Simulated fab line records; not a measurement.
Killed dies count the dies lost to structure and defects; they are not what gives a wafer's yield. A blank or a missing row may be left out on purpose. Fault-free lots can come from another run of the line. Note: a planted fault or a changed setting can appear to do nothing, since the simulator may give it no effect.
fab line records | flow sfq_line
[record] lots = 15 | wafers = 42 | last_day = 92
route steps=325 shown M6@253 I6@277
lots with no fault: from the same line, run without faults
start_h: start of the lot's first displayed wafer, in hours after the record's first day | wait_h: hours elapsed since this lot's preceding step | " the same as in the row above | L1.1+2: a row that stands for several wafers | - either no value or no given start | * or withheld: withheld | < > ~ a bound
route shown NAME@n: NAME is a module with steps in the file, n the number in the route of the first one | usual: the fault-free wafers' mean and standard deviation | same: alike in all rows | chamber/n: place in a boat | sites: each site's reading | _std_site: the values' standard deviation | _edge_site: mean of outer sites minus mean of inner sites | radius_mm: how far each site lies from the wafer's centre | mask NAME#n: copy n | behind: the last tool/chamber to shape the wafer | hold: what put the lot on hold/how long, in hours/how the hold closed | device: the n, p or np transistor that did not switch | end of line: at the end of the route, the tests of the same wafers | a step without rows: its recipe alone | killed: the dies lost at the first sort to structure and to defects; this is not the yield of the wafer | map: a wafer's dies, x killed, . not, _ none there
set.NAME: setting as actually run; set.NAME@STEP: the setting as run at that earlier step | model.NAME: the simulator's own value behind a step, which no gauge read
steps of the route over a sample of lots; a table a step, a row a wafer
services: when a tool's chamber went out of use (start_h, in hours from the record's first day, below 0 if earlier), for how many hours, and the reason
[[steps]]
[step SFQ_M6_RS_MEAS_938]
[recipe] thk_meas_gauge = four-point-probe | reads = Nb_of_TRILAYER_M6_DEP_SPUTTER_157
[usual] M6_NB_RS = 0.890/0.0093
lot.wafer | tool          | chamber | start_h | wait_h | M6_NB_RS[ohm/sq]
L222.2    | film_metro-04 | -       | 1676.62 | 0.1    | 0.889
L222.5    | "             | -       | "       | "      | 0.887
L222.6    | "             | -       | "       | "      | 0.884
L224.1    | film_metro-02 | -       | 1683.52 | 0.0    | 0.891
L224.4    | "             | -       | "       | "      | 0.878
L224.5    | "             | -       | "       | "      | 0.884
L225.3    | film_metro-03 | -       | 1687.16 | 0.1    | 0.875
L225.4    | "             | -       | "       | "      | 0.885
L225.6    | "             | -       | "       | "      | 0.887
L228.1    | film_metro-03 | -       | 1696.72 | 0.0    | 0.889
L228.2    | "             | -       | "       | "      | 0.893
L228.4    | "             | -       | "       | "      | 0.902
L229.2    | film_metro-02 | -       | 1699.14 | 0.1    | 0.898
L229.3    | "             | -       | "       | "      | 0.901
L229.6    | "             | -       | "       | "      | 0.897
L230.2    | film_metro-02 | -       | 1702.74 | 0.1    | 0.882
L230.5    | "             | -       | "       | "      | 0.890
L230.6    | "             | -       | "       | "      | 0.881
L232.1    | film_metro-03 | -       | 1706.45 | 0.0    | 0.894
L232.4    | "             | -       | "       | "      | 0.887
L232.6    | "             | -       | "       | "      | 0.896
L233.3    | film_metro-02 | -       | 1708.89 | 0.1    | 0.877
L233.4    | "             | -       | "       | "      | 0.888
L234.3    | film_metro-03 | -       | 1710.09 | 0.1    | 0.908
L234.4    | "             | -       | "       | "      | 0.898
L237.1    | film_metro-04 | -       | 1718.45 | 0.0    | 0.889
L237.2    | "             | -       | "       | "      | 0.883
L237.5    | "             | -       | "       | "      | 0.887
L238.2    | film_metro-02 | -       | 1776.92 | 0.1    | 0.904
L238.3    | "             | -       | "       | "      | 0.891
L242.1    | film_metro-04 | -       | 1828.81 | 0.0    | 0.870
L242.3    | "             | -       | "       | "      | 0.878
L242.5    | "             | -       | "       | "      | 0.873
L243.2    | film_metro-03 | -       | 1837.61 | 0.1    | 0.872
L243.4    | "             | -       | "       | "      | 0.890
L243.6    | "             | -       | "       | "      | 0.871
L244.3    | film_metro-04 | -       | 1841.30 | 0.1    | 0.897
L244.4    | "             | -       | "       | "      | 0.903
L244.5    | "             | -       | "       | "      | 0.901
L245.2    | film_metro-02 | -       | 1848.28 | 0.1    | 0.886
L245.3    | "             | -       | "       | "      | 0.891
L245.5    | "             | -       | "       | "      | 0.886
[step SFQ_M6_OVL_MEAS_940]
[usual] M6_OVL = -5/5
lot.wafer | tool       | chamber | start_h | wait_h | M6_OVL[nm]
L222.2    | overlay-01 | -       | 1680.11 | 0.1    | -4
L222.5    | "          | -       | "       | "      | -19
L222.6    | "          | -       | "       | "      | -9
L224.1    | overlay-01 | -       | 1793.74 | 0.1    | -4
L224.4    | "          | -       | "       | "      | -4
L224.5    | "          | -       | "       | "      | -7
L225.3    | overlay-02 | -       | 1796.15 | 0.1    | 3
L225.4    | "          | -       | "       | "      | -2
L225.6    | "          | -       | "       | "      | -3
L228.1    | overlay-02 | -       | 1804.54 | 0.1    | -1
L228.2    | "          | -       | "       | "      | 0
L228.4    | "          | -       | "       | "      | -1
L229.2    | overlay-01 | -       | 1805.74 | 0.1    | -8
L229.3    | "          | -       | "       | "      | -6
L229.6    | "          | -       | "       | "      | -1
L230.2    | overlay-02 | -       | 1809.34 | 0.1    | -3
L230.5    | "          | -       | "       | "      | 5
L230.6    | "          | -       | "       | "      | 2
L232.1    | overlay-01 | -       | 1814.14 | 0.1    | -15
L232.4    | "          | -       | "       | "      | -3
L232.6    | "          | -       | "       | "      | -4
L233.3    | overlay-01 | -       | 1815.35 | 0.1    | -2
L233.4    | "          | -       | "       | "      | -4
L234.3    | overlay-01 | -       | 1816.55 | 0.1    | -12
L234.4    | "          | -       | "       | "      | -10
L237.1    | overlay-02 | -       | 1826.14 | 0.1    | -10
L237.2    | "          | -       | "       | "      | -9
L237.5    | "          | -       | "       | "      | -9
L238.2    | overlay-01 | -       | 1828.40 | 0.1    | -6
L238.3    | "          | -       | "       | "      | -6
L242.1    | overlay-02 | -       | 1920.17 | 0.1    | -2
L242.3    | "          | -       | "       | "      | -3
L242.5    | "          | -       | "       | "      | 1
L243.2    | overlay-02 | -       | 1933.62 | 0.1    | -7
L243.4    | "          | -       | "       | "      | -4
L243.6    | "          | -       | "       | "      | -10
L244.3    | overlay-01 | -       | 1939.63 | 0.1    | 3
L244.4    | "          | -       | "       | "      | 2
L244.5    | "          | -       | "       | "      | 4
L245.2    | overlay-01 | -       | 1949.22 | 0.1    | -9
L245.3    | "          | -       | "       | "      | -10
L245.5    | "          | -       | "       | "      | -8
[step SFQ_TRILAYER_I6_VIA_BARC_OPEN_VIA_ETCH_235]
[recipe] mask_material = PR | chemistry = O2 | target_depth_nm = 125 | target = BARC | source_w = 500 | bias_w = 80 | pressure_mtorr = 30 | time_s = 41.7
[usual] drypump_motor_current_A = 5.7/0.35 | oes_product_au = 0.685/0.0043 | run_length_s = 70.2/0.4
lot.wafer | tool        | chamber | start_h | wait_h | drypump_motor_current_A | oes_product_au | rf_hours_counter_h | run_length_s
L222.2    | rie_diel-03 | 0       | 1706.43 | 0.0    | 5.3                     | 0.679          | 2                  | 70.1
L222.5    | "           | 3       | "       | "      | 5.6                     | 0.682          | -                  | 70.6
L222.6    | "           | 2       | "       | "      | 5.9                     | 0.681          | -                  | 70.0
L224.1    | rie_diel-03 | 2       | 1802.62 | 0.0    | 5.9                     | 0.688          | 5                  | 70.2
L224.4    | "           | 1       | "       | "      | 6.5                     | 0.685          | 1                  | 70.2
L224.5    | "           | 0       | "       | "      | 5.3                     | 0.685          | -                  | 70.0
L225.3    | rie_diel-04 | 2       | 1808.38 | 0.0    | 5.6                     | 0.686          | 0                  | 70.6
L225.4    | "           | 0       | "       | "      | 5.9                     | 0.684          | 1                  | 70.5
L225.6    | "           | 0       | "       | "      | 5.9                     | 0.691          | -                  | 70.9
L228.1    | rie_diel-02 | 3       | 1818.25 | 0.0    | 5.6                     | 0.687          | 6                  | 69.4
L228.2    | "           | 1       | "       | "      | 5.6                     | 0.682          | 15                 | 69.9
L228.4    | "           | 0       | "       | "      | 5.6                     | 0.692          | 6                  | 70.2
L229.2    | rie_diel-03 | 1       | 1819.45 | 0.0    | 6.5                     | 0.689          | 1                  | 70.2
L229.3    | "           | 3       | "       | "      | 5.6                     | 0.681          | 17                 | 70.8
L229.6    | "           | 1       | "       | "      | 6.5                     | 0.688          | -                  | 70.5
L230.2    | rie_diel-02 | 2       | 1824.25 | 0.0    | 6.0                     | 0.687          | 15                 | 70.3
L230.5    | "           | 1       | "       | "      | 5.6                     | 0.691          | -                  | 70.3
L230.6    | "           | 2       | "       | "      | 6.1                     | 0.687          | -                  | 70.6
L232.1    | rie_diel-02 | 2       | 1919.00 | 0.0    | 6.1                     | 0.690          | 16                 | 70.0
L232.4    | "           | 3       | "       | "      | 5.6                     | 0.682          | 7                  | 69.4
L232.6    | "           | 2       | "       | "      | 6.1                     | 0.685          | -                  | 70.1
L233.3    | rie_diel-03 | 0       | 1923.80 | 0.0    | 5.3                     | 0.660          | 4                  | 73.5
L233.4    | "           | 2       | "       | "      | 5.9                     | 0.675          | 5                  | 70.7
L234.3    | rie_diel-03 | 2       | 1927.53 | 0.0    | 5.9                     | 0.659          | 6                  | 73.9
L234.4    | "           | 1       | "       | "      | 6.5                     | 0.687          | -                  | 70.0
L237.1    | rie_diel-04 | 1       | 1946.85 | 0.0    | 5.3                     | 0.680          | 1                  | 70.1
L237.2    | "           | 0       | "       | "      | 5.9                     | 0.690          | 3                  | 70.3
L237.5    | "           | 1       | "       | "      | 5.3                     | 0.688          | -                  | 69.7
L238.2    | rie_diel-03 | 2       | 1951.65 | 0.0    | 5.9                     | 0.691          | 6                  | 70.2
L238.3    | "           | 0       | "       | "      | 5.3                     | 0.656          | 5                  | 73.6
L242.1    | rie_diel-02 | 1       | 2023.26 | 0.0    | 5.6                     | 0.683          | 18                 | 70.3
L242.3    | "           | 0       | "       | "      | 5.6                     | 0.678          | 10                 | 70.2
L242.5    | "           | 0       | "       | "      | 5.6                     | 0.681          | -                  | 70.4
L243.2    | rie_diel-02 | 2       | 2032.86 | 0.0    | 6.0                     | 0.689          | 18                 | 70.1
L243.4    | "           | 0       | "       | "      | 5.6                     | 0.694          | 10                 | 70.2
L243.6    | "           | 3       | "       | "      | 5.6                     | 0.683          | -                  | 69.1
L244.3    | rie_diel-03 | 1       | 2036.46 | 0.0    | 6.5                     | 0.687          | 4                  | 69.9
L244.4    | "           | 3       | "       | "      | 5.6                     | 0.687          | 1                  | 71.0
L244.5    | "           | 3       | "       | "      | 5.6                     | 0.679          | -                  | 70.9
L245.2    | rie_diel-04 | 0       | 2046.28 | 0.0    | 5.9                     | 0.683          | 5                  | 70.5
L245.3    | "           | 2       | "       | "      | 5.5                     | 0.682          | 3                  | 70.6
L245.5    | "           | 2       | "       | "      | 5.5                     | 0.685          | -                  | 70.3
[step SFQ_TRILAYER_I6_VIA_ETCH_VIA_ETCH_172]
[recipe] target = SiO2 | stop_on = Nb | mask_material = PR | taper_deg = 20 | chemistry = CHF3 | target_depth_nm = 260 | source_w = 500 | bias_w = 80 | pressure_mtorr = 30 | time_s = withheld
[usual] drypump_motor_current_A = 5.7/0.35 | oes_product_au = 0.855/0.0049
lot.wafer | tool        | chamber | start_h | wait_h | drypump_motor_current_A | oes_product_au
L222.2    | rie_diel-03 | 0       | 1706.47 | 0.0    | 5.3                     | 0.849
L222.5    | "           | 3       | "       | "      | 5.6                     | 0.861
L222.6    | "           | 2       | "       | "      | 5.9                     | 0.852
L224.1    | rie_diel-03 | 2       | 1802.66 | 0.0    | 5.9                     | 0.851
L224.4    | "           | 1       | "       | "      | 6.5                     | 0.856
L224.5    | "           | 0       | "       | "      | 5.3                     | 0.860
L225.3    | rie_diel-04 | 2       | 1808.42 | 0.0    | 5.5                     | 0.856
L225.4    | "           | 0       | "       | "      | 5.9                     | 0.853
L225.6    | "           | 0       | "       | "      | 5.9                     | 0.852
L228.1    | rie_diel-02 | 3       | 1818.29 | 0.0    | 5.6                     | 0.848
L228.2    | "           | 1       | "       | "      | 5.6                     | 0.862
L228.4    | "           | 0       | "       | "      | 5.6                     | 0.852
L229.2    | rie_diel-03 | 1       | 1819.49 | 0.0    | 6.5                     | 0.854
L229.3    | "           | 3       | "       | "      | 5.6                     | 0.852
L229.6    | "           | 1       | "       | "      | 6.5                     | 0.855
L230.2    | rie_diel-02 | 2       | 1824.29 | 0.0    | 6.1                     | 0.850
L230.5    | "           | 1       | "       | "      | 5.6                     | 0.846
L230.6    | "           | 2       | "       | "      | 6.1                     | 0.855
L232.1    | rie_diel-02 | 2       | 1919.04 | 0.0    | 6.0                     | 0.851
L232.4    | "           | 3       | "       | "      | 5.6                     | 0.859
L232.6    | "           | 2       | "       | "      | 6.0                     | 0.851
L233.3    | rie_diel-03 | 0       | 1923.84 | 0.0    | 5.3                     | 0.852
L233.4    | "           | 2       | "       | "      | 5.9                     | 0.851
L234.3    | rie_diel-03 | 2       | 1927.57 | 0.0    | 5.9                     | 0.850
L234.4    | "           | 1       | "       | "      | 6.5                     | 0.858
L237.1    | rie_diel-04 | 1       | 1946.89 | 0.0    | 5.3                     | 0.853
L237.2    | "           | 0       | "       | "      | 5.9                     | 0.858
L237.5    | "           | 1       | "       | "      | 5.3                     | 0.852
L238.2    | rie_diel-03 | 2       | 1951.69 | 0.0    | 5.9                     | 0.846
L238.3    | "           | 0       | "       | "      | 5.3                     | 0.854
L242.1    | rie_diel-02 | 1       | 2023.30 | 0.0    | 5.6                     | 0.859
L242.3    | "           | 0       | "       | "      | 5.6                     | 0.858
L242.5    | "           | 0       | "       | "      | 5.6                     | 0.864
L243.2    | rie_diel-02 | 2       | 2032.90 | 0.0    | 6.1                     | 0.853
L243.4    | "           | 0       | "       | "      | 5.6                     | 0.844
L243.6    | "           | 3       | "       | "      | 5.6                     | 0.851
L244.3    | rie_diel-03 | 1       | 2036.50 | 0.0    | 6.5                     | 0.847
L244.4    | "           | 3       | "       | "      | 5.6                     | 0.856
L244.5    | "           | 3       | "       | "      | 5.6                     | 0.846
L245.2    | rie_diel-04 | 0       | 2046.32 | 0.0    | 5.9                     | 0.857
L245.3    | "           | 2       | "       | "      | 5.5                     | 0.853
L245.5    | "           | 2       | "       | "      | 5.5                     | 0.860
[[services]]
tool        | chamber | start_h | hours | kind
rie_diel-03 | 1       | 1686.27 | -     | clean
rie_diel-03 | 1       | 1686.27 | 14.0  | scheduled_down
rie_diel-03 | 1       | 1686.27 | 14.0  | vent_cycle
rie_diel-03 | -       | 1700.91 | 0.5   | repair
rie_diel-04 | 2       | 1703.61 | 2.6   | repair
rie_diel-04 | 2       | 1718.09 | 9.8   | repair
rie_diel-02 | 3       | 1719.03 | 5.2   | repair
rie_diel-03 | 0       | 1741.27 | 2.7   | repair
rie_diel-02 | 0       | 1752.47 | 8.1   | repair
rie_diel-04 | 2       | 1770.39 | 7.6   | repair
rie_diel-03 | -       | 1824.55 | 0.2   | repair
rie_diel-02 | -       | 1861.09 | 2.8   | pm
rie_diel-04 | 1       | 1862.98 | 8.7   | repair
rie_diel-03 | 3       | 1878.82 | 13.1  | repair
rie_diel-03 | 1       | 1887.14 | 1.2   | repair
rie_diel-03 | 3       | 1925.31 | -     | clean
rie_diel-03 | 3       | 1925.31 | 17.0  | scheduled_down
rie_diel-03 | 3       | 1925.31 | 17.0  | vent_cycle
rie_diel-04 | 1       | 1932.52 | 3.6   | repair
rie_diel-02 | 1       | 2001.44 | 6.1   | repair
rie_diel-02 | -       | 2010.86 | 0.3   | repair
rie_diel-04 | -       | 2020.94 | 2.8   | pm
rie_diel-03 | 1       | 2022.44 | 6.3   | repair
rie_diel-03 | 2       | 2028.33 | 7.8   | repair
[[key]]
[first_sign] step = SFQ_TRILAYER_I6_VIA_BARC_OPEN_VIA_ETCH_235 | reading = run_length_s | direction = up | sigmas = 8.7 | usual = * | struck = *
[effect] step = SFQ_TRILAYER_I6_VIA_BARC_OPEN_VIA_ETCH_235 | reading = oes_product_au | direction = down | sigmas = 6.4 | usual = 0.685 | struck = 0.658
met_at SFQ_TRILAYER_I6_VIA_BARC_OPEN_VIA_ETCH_235
struck_lots L233,L234,L238
struck_wafers L233.3,L234.3,L238.3
not_acting_at SFQ_M6_RS_MEAS_938,SFQ_M6_OVL_MEAS_940,SFQ_TRILAYER_I6_VIA_ETCH_VIA_ETCH_172
onset_between 1819.45 1923.80
[fault] kind = process_parameter_drift | tool = rie_diel-03 | chamber = - | onset_h = 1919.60 | steps = SFQ_TRILAYER_I6_VIA_BARC_OPEN_VIA_ETCH_235 | channel = time_s | offset = * | shape = step | end_h = 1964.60 | scope = struck_wafers_only | acts_in = * | stated = *
